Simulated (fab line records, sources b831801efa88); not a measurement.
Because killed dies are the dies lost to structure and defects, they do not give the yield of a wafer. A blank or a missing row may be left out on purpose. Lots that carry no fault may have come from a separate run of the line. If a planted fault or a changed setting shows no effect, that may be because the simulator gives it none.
Split-lot trial ; flow sfq-line ; on a route of 325 steps: 5 lots, 17 wafers read

## ABOUT THE SPLIT
At SFQ_TRILAYER_M3_BARC_OPEN_METAL_ETCH_100 (etches BARC in O2, target depth 125 nm, time 41.7 s), the setting time-s was moved away from the recipe's 41.7 s on 7 of the 17 wafers read, by -7.5% to +14.7%. The other wafers ran this setting at the recipe's value.

The split's own step is where the reading is taken.

## THE READING
KrF_of_TRILAYER_M3_LITHO_COAT_075.thk-nm (the simulator's own value, which no gauge read), in nm, at SFQ_TRILAYER_M3_BARC_OPEN_METAL_ETCH_100 (etches BARC in O2, target depth 125 nm, time 41.7 s). There is no usual value for it anywhere in the file. Average 523.2 nm, standard deviation 1.5 nm, over the 10 wafers here run with the recipe.

wafer;tool, chamber at the split;time-s as run, s;against the recipe;KrF_of_TRILAYER_M3_LITHO_COAT_075.thk-nm, nm;against lot-mates on the recipe
L074.3;rie-metal-02, 1;41.7;recipe;520.9;-
L074.6;rie-metal-02, 1;39.1;-6.2%;523.3;+2.4
L078.1;rie-metal-04, 0;41.7;recipe;525.4;-
L078.4;rie-metal-04, 0;38.57;-7.5%;527.6;+2.2
L079.1;rie-metal-03, 1;41.7;recipe;522.9;-
L079.2;rie-metal-03, 0;41.7;recipe;521;-
L079.3;rie-metal-03, 0;47.09;+12.9%;514.1;-7.9
L079.5;rie-metal-03, 1;47.09;+12.9%;516.1;-5.9
L079.6;rie-metal-03, 0;47.09;+12.9%;516.4;-5.6
L081.2;rie-metal-04, 0;41.7;recipe;523.8;-
L081.3;rie-metal-04, 1;41.7;recipe;522.3;-
L081.6;rie-metal-04, 0;41.7;recipe;522.2;-
L084.1;rie-metal-04, 0;47.84;+14.7%;516.1;-8.3
L084.2;rie-metal-04, 1;41.7;recipe;524;-
L084.4;rie-metal-04, 1;41.7;recipe;524;-
L084.3;rie-metal-04, 0;41.7;recipe;525.1;-
L084.5;rie-metal-04, 0;47.84;+14.7%;518.7;-5.7

FIT RESULTS
A straight line over all 17 wafers: KrF_of_TRILAYER_M3_LITHO_COAT_075.thk-nm changes by -0.472 nm for each +1% of time-s; r = -0.90; the points scatter about the line by 1.8 nm.
The same after taking each lot's own level away (the mean of its wafers on the recipe; 17 wafers): -0.46 nm for each +1%; r = -0.97; scatter 0.91 nm.
According to that fit, moving time-s by its largest amount changes the reading by 6.8 nm.
The lots' own levels span 520.90 to 525.40 nm, that is 3.0 times the standard deviation above.
Consequently the slope shifts little with the lot-to-lot level, the two slopes agreeing.
Check: for one of the wafers moved furthest among these (+14.7%), held out of the fit, the line's prediction against its lot-mates is -6.64 nm. It came out at -8.27 nm against them.

## OTHER SPLITS APPLIED TO THESE WAFERS
Note: prior to the reading, these wafers also went through further splits. Each is held against what the fit with the lots' levels taken away leaves over:
other split on the same wafers;wafers away from the commonest value;r with KrF_of_TRILAYER_M3_LITHO_COAT_075.thk-nm (lot level and that fit taken away)
SFQ_TRILAYER_M2_LITHO_COAT_062 resist-thk-nm;2;-0.21
SFQ_TRILAYER_M3_DEP_SPUTTER_073 power-w;3;+0.23

## THE FILE'S OWN FIT
KrF_of_TRILAYER_M3_LITHO_COAT_075.thk-nm changes by -0.469 nm for each +1% of time-s, r = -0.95.
